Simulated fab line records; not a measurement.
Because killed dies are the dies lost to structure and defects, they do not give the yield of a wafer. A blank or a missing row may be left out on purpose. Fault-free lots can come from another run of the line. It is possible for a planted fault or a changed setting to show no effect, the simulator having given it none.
Comparing a struck lot with a sound one || flow sky130 || 15 steps out of a route of 708
Sound: these wafers, L842.2, L842.5, L842.6. The struck wafers were L841.2, L841.4, L841.5. At the end, the cause is stated.
At each step with rows: each side's tool, then ch and its chambers, then its first start. Under that, the readings that differ: sound wafers || struck wafers || difference of the means || sigmas: that difference in standard deviations of wafers without a fault.
alike: same words and numbers on both sides, and readings whose means sit less than 2 such deviations apart. not compared: any withheld reading, any reading some wafer has no value for, any bound like >300 that may hide the same value, and any number with overlapping values for which the record gives no deviation.
The two part at a step that has a row with sigmas, a row that says differs or no value, or rows on one side only. Numbers that have no deviation but don't overlap get no sigmas and don't part them. A reading that every wafer of one side lacks parts them only if that side has two wafers or more.

first, 3 steps without rows for these wafers: SKY_VT_ADJUST_HVTR_EXPOSE_04 (exposes mask HVTRM, target cd 380 nm); SKY_VT_ADJUST_HVTR_PEB_05; SKY_VT_ADJUST_HVTR_DEVELOP_06 (develop time 60 s).
SKY_VT_ADJUST_HVTR_CD_MEAS_07: target cd 380 nm.
  struck on cd-sem-02, day 16 23:44; sound on cd-sem-02, day 17 12:32
  alike: cd-nm
SKY_VT_ADJUST_HVTR_OVL_MEAS_08:
  struck on overlay-01, day 16 23:50; sound on overlay-01, day 17 12:38
  alike: VT_ADJUST_HVTR_OVL
next, for these wafers, 1 step has no rows: SKY_VT_ADJUST_HVTR_IMPLANT_09.
SKY_VT_ADJUST_HVTR_STRIP_10: strips in O2/N2.
  sound on plasma-asher-04 ch 0,1, day 17 12:49; struck on plasma-asher-03 ch 0,1, day 17 00:01
  alike: drypump-motor-current-A, oes-product-au, strip-time-to-endpoint-s
  not compared: rf-hours-counter-h
SKY_VT_ADJUST_HVTR_TW_MEAS_11:
  struck on film-metro-04, day 17 00:07; sound on film-metro-04, day 17 12:55
  alike: VT_ADJUST_HVTR_TW
then, 4 steps without rows for these wafers: SKY_VT_ADJUST_PCH_DEHYDRATE_00 (time 60 s); SKY_VT_ADJUST_PCH_HMDS_01 (prime time 60 s); SKY_VT_ADJUST_PCH_COAT_02 (resist thk 3000 nm); SKY_VT_ADJUST_PCH_SOFTBAKE_03.
SKY_VT_ADJUST_PCH_EXPOSE_04: exposes mask NWM, target cd 840 nm.
  sound on iline-stepper-02 ch 0, day 18 04:06; struck on iline-stepper-01 ch 0, day 17 14:56
{"reading": "exposure-dose-mJ-cm2", "sound": "255.34 254.58 255.04", "struck": "234.45 235.11 235.52", "difference": -19.96, "sigmas": -83}
  alike: mask
next, for these wafers, 1 step has no rows: SKY_VT_ADJUST_PCH_PEB_05.
SKY_PAD_OPEN_PROBE_99:
  sound wafers here have rows in the record (prober-02, day 51 17:31); struck ones have none

## WHERE THEY PART
Earliest at SKY_VT_ADJUST_PCH_EXPOSE_04; latest, in this record, at SKY_PAD_OPEN_PROBE_99.

WHY: whatever the simulator had introduced
Drift in process parameters on iline-stepper-01 at SKY_VT_ADJUST_PCH_EXPOSE_04, starting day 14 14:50. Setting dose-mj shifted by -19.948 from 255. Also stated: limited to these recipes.
